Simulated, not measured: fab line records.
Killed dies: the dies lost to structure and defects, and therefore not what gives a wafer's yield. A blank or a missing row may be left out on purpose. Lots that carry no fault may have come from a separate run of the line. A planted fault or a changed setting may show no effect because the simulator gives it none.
Struck lot and sound lot, side by side | flow sky130 | 17 out of 708 route steps
Sound: wafers L844.1, L844.2, L844.4. Struck: wafers L845.1, L845.3 (left out: L845.5, a lot-mate that was not struck); the cause follows at the end.
Each step with rows lists, per side, the tool, then ch with its chambers, then its first start. Under that, the readings that differ: sound wafers | struck wafers | difference of the means | sigmas: that difference in standard deviations of wafers without a fault.
alike: same words and numbers on both sides, and readings whose means sit less than 2 such deviations apart. not compared: any withheld reading, any reading some wafer has no value for, any bound like >300 that may hide the same value, and any number with overlapping values for which the record gives no deviation.
The two part at a step that has a row with sigmas, a row that says differs or no value, or rows on one side only. Numbers that don't overlap but have no deviation are shown without sigmas and don't part them. A reading missing from all wafers of one side parts the sides only when that side holds two or more wafers.

SKY_LOCAL_INTERCONNECT_RS_MEAS_01: a four-point-probe measurement.
  sound on film metro-01 at day 29 05:37; struck on film metro-02 at day 29 08:16
  alike: LOCAL_INTERCONNECT_TIN_RS
SKY_LOCAL_INTERCONNECT_THK_MEAS_02: measures by xrf.
  sound on film metro-01 at day 29 05:44; struck on film metro-02 at day 29 08:23
  alike: LOCAL_INTERCONNECT_TIN_THK
then, 8 steps without rows for these wafers: SKY_LOCAL_INTERCONNECT_DEHYDRATE_03 (time 60 s); SKY_LOCAL_INTERCONNECT_HMDS_04 (prime time 60 s); SKY_LOCAL_INTERCONNECT_COAT_05 (resist thk 60 nm); SKY_LOCAL_INTERCONNECT_COAT_06 (resist thk 450 nm); SKY_LOCAL_INTERCONNECT_SOFTBAKE_07 (time 90 s); SKY_LOCAL_INTERCONNECT_EXPOSE_08 (exposes mask LI1M, target cd 170 nm); SKY_LOCAL_INTERCONNECT_PEB_09; SKY_LOCAL_INTERCONNECT_DEVELOP_10 (develop time 60 s).
SKY_LOCAL_INTERCONNECT_CD_MEAS_11: target cd 170 nm.
  sound on cd sem-02 at day 30 10:35; struck on cd sem-01 at day 30 12:58
  alike: cd nm
SKY_LOCAL_INTERCONNECT_OVL_MEAS_12:
  sound on overlay-01 at day 30 10:43; struck on overlay-02 at day 30 13:05
  alike: LOCAL_INTERCONNECT_OVL
SKY_LOCAL_INTERCONNECT_ETCH_13: etches BARC in N2/H2, stops on SiO2, time 45.9 s, target depth 60 nm.
  sound on rie metal-02 ch 0,1, day 30 10:44; struck on rie metal-02 ch 0,1, day 30 13:08
  reading                                                   | sound             | struck      | difference | sigmas
  model.KrF-thick_of_LOCAL_INTERCONNECT_COAT_06.thk nm (nm) | 394.1 393.6 394.5 | 375.2 372.1 | -20.4      |
  model.SiO2_of_SONOS_ONO_CVD_04.thk nm (nm)                | 4.029 4.028 4.007 | 3.171 3.104 | -0.884     |
  alike: bias w, drypump motor current A, oes product au, throttle valve pct
  not compared: rf hours counter h, model.LOCAL_INTERCONNECT.cd nm
SKY_LOCAL_INTERCONNECT_METAL_ETCH_14: etches TiN in Cl2/BCl3, stops on PSG, target depth 110 nm, time 31.4 s.
  sound on rie metal-02 ch 0,1, day 30 10:48; struck on rie metal-02 ch 0,1, day 30 13:11
  reading                                                   | sound             | struck      | difference | sigmas
  model.KrF-thick_of_LOCAL_INTERCONNECT_COAT_06.thk nm (nm) | 350.4 348.9 350.8 | 331.8 327.1 | -20.6      |
  model.LOCAL_INTERCONNECT.cd nm (nm)                       | 167.3 168.2 169.7 | 167.1 166.6 | -1.6       |
  alike: bias w, drypump motor current A, oes product au, throttle valve pct
  not compared: rf hours counter h
SKY_LOCAL_INTERCONNECT_STRIP_15: strips in O2/N2.
  sound on plasma asher-02 ch 0,1, day 30 10:52; struck on plasma asher-02 ch 0,1, day 30 13:14
  reading                      | sound             | struck      | difference | sigmas
  oes product au (a.u.)        | 0.426 0.439 0.431 | 0.414 0.417 | -0.017     | -4
  strip time to endpoint s (s) | 4.737 4.718 4.736 | 4.543 4.494 | -0.212     | -11
  alike: drypump motor current A
  not compared: rf hours counter h
then, 1 step without rows for these wafers: SKY_LOCAL_INTERCONNECT_STRIP_16 (strips in post etch residue remover, time 1200 s).
-- here the record skips 15 days between the struck wafers' starts before and after, leaving off in module LOCAL_INTERCONNECT and picking up in module PAD_OPEN (first step shown: number 708 of the route) --
SKY_PAD_OPEN_PROBE_99:
  the record has rows for the struck wafers here (prober-02, day 45 21:42) and none for the sound ones

== WHERE THEY PART ==
At SKY_LOCAL_INTERCONNECT_STRIP_15 first; at SKY_PAD_OPEN_PROBE_99 last (within this record only).

WHY: whatever the simulator had introduced
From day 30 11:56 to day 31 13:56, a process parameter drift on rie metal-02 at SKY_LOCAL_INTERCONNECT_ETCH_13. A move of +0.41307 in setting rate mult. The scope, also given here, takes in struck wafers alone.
